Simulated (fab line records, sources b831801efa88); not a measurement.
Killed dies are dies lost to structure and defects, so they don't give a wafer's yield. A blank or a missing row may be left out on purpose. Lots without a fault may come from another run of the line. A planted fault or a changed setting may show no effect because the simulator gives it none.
Chamber matching | flow sky130 | SKY_VIA3_CMP_24 on cmp-02: 4 sister chambers
The step polishes, stops on SiO2, t overpolish 20 s, target thk 0 nm. 30 wafers are shown with their chamber, then 12 later ones without.

WAFERS WITH THEIR CHAMBER
wafer  | chamber | motor_current_A (A) | time_to_endpoint_s (s) | platen_rpm (rpm)
L075.1 | 1       | 10.1                | 91                     | 60.07
L075.5 | 3       | 12.4                | 97                     | 59.98
L075.6 | 0       | 10.4                | 88                     | 60.05
L074.1 | 2       | 11.4                | 91                     | 60.05
L074.5 | 0       | 11.3                | 87                     | 59.97
L074.6 | 1       | 10.2                | 95                     | 60.02
L076.3 | 3       | 12.9                | 94                     | 60.06
L076.4 | 0       | 11.1                | 88                     | 60.03
L076.5 | 1       | 10.0                | 89                     | 60.04
L081.1 | 1       | 10.2                | 94                     | 60.06
L081.3 | 3       | 12.3                | 100                    | 59.98
L081.6 | 2       | 11.3                | 93                     | 59.98
L083.2 | 2       | 11.1                | 95                     | 60.00
L083.4 | 3       | 13.1                | 94                     | 59.97
L083.6 | 3       | 12.9                | 99                     | 59.96
L085.3 | 1       | 10.4                | 91                     | 59.94
L085.5 | 3       | 12.8                | 96                     | 60.03
L085.6 | 2       | 11.5                | 90                     | 60.02
L087.2 | 3       | 11.9                | 95                     | 60.01
L087.5 | 0       | 10.7                | 88                     | 59.98
L087.6 | 3       | 12.4                | 93                     | 60.04
L088.2 | 3       | 12.7                | 95                     | 59.97
L088.3 | 2       | 11.6                | 91                     | 60.09
L088.6 | 1       | 9.7                 | 89                     | 60.01
L089.2 | 0       | 11.1                | 83                     | 60.05
L089.5 | 3       | 11.9                | 95                     | 60.02
L089.6 | 2       | 11.0                | 93                     | 59.96
L092.2 | 3       | 12.8                | 96                     | 60.03
L092.4 | 0       | 10.9                | 93                     | 59.98
L092.5 | 3       | 12.2                | 99                     | 59.98

SIGNATURES (means of the wafers above)
reading            | chamber 0 | chamber 1 | chamber 2 | chamber 3 | scatter within a chamber
motor_current_A    | 10.917    | 10.100    | 11.317    | 12.525    | 0.33
time_to_endpoint_s | 87.83     | 91.50     | 92.17     | 96.08     | 2.43
platen_rpm         | 60.0100   | 60.0233   | 60.0167   | 60.0025   | 0.0399
Rule: a wafer's distance from a chamber is the root of the sum, over the readings, of the square of ((its reading less the chamber's mean) divided by the reading's scatter). The wafer belongs to the nearest chamber; if the next one is less than 2 further off, it can't be placed. The scatter: the root of (the sum of the squares of (reading less its chamber's mean) over the shown wafers, divided by (wafers less chambers)).

WAFERS WITHOUT THEIR CHAMBER
wafer  | motor_current_A (A) | time_to_endpoint_s (s) | platen_rpm (rpm)
L091.2 | 12.4                | 97                     | 60.05
L091.4 | 10.3                | 92                     | 60.01
L091.5 | 10.5                | 90                     | 60.01
L095.1 | 10.3                | 91                     | 59.99
L095.2 | 10.5                | 87                     | 60.02
L095.3 | 13.0                | 96                     | 60.04
L096.1 | 12.5                | 90                     | 60.07
L096.2 | 11.3                | 85                     | 59.97
L096.5 | 10.0                | 85                     | 60.03
L097.1 | 11.7                | 96                     | 59.93
L097.5 | 10.7                | 92                     | 60.03
L097.6 | 10.3                | 94                     | 59.96

WHICH CHAMBER EACH WENT THROUGH
wafer  | from the rows above          | in truth
L091.2 | 3                            | 3
L091.4 | can't be placed: 1 or 0      | 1
L091.5 | can't be placed: 1 or 0 or 2 | 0
L095.1 | can't be placed: 1 or 0      | 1
L095.2 | can't be placed: 0 or 1 or 2 | 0
L095.3 | 3                            | 3
L096.1 | can't be placed: 3 or 2      | 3
L096.2 | can't be placed: 0 or 2      | 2
L096.5 | can't be placed: 1 or 0      | 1
L097.1 | can't be placed: 2 or 3 or 0 | 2
L097.5 | can't be placed: 1 or 2 or 0 | 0
L097.6 | can't be placed: 1 or 0 or 2 | 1
Placed correctly: 2 of 12. Can't be placed from these rows: 10 (the true chamber is among the candidates in 10). Placed wrongly: 0.
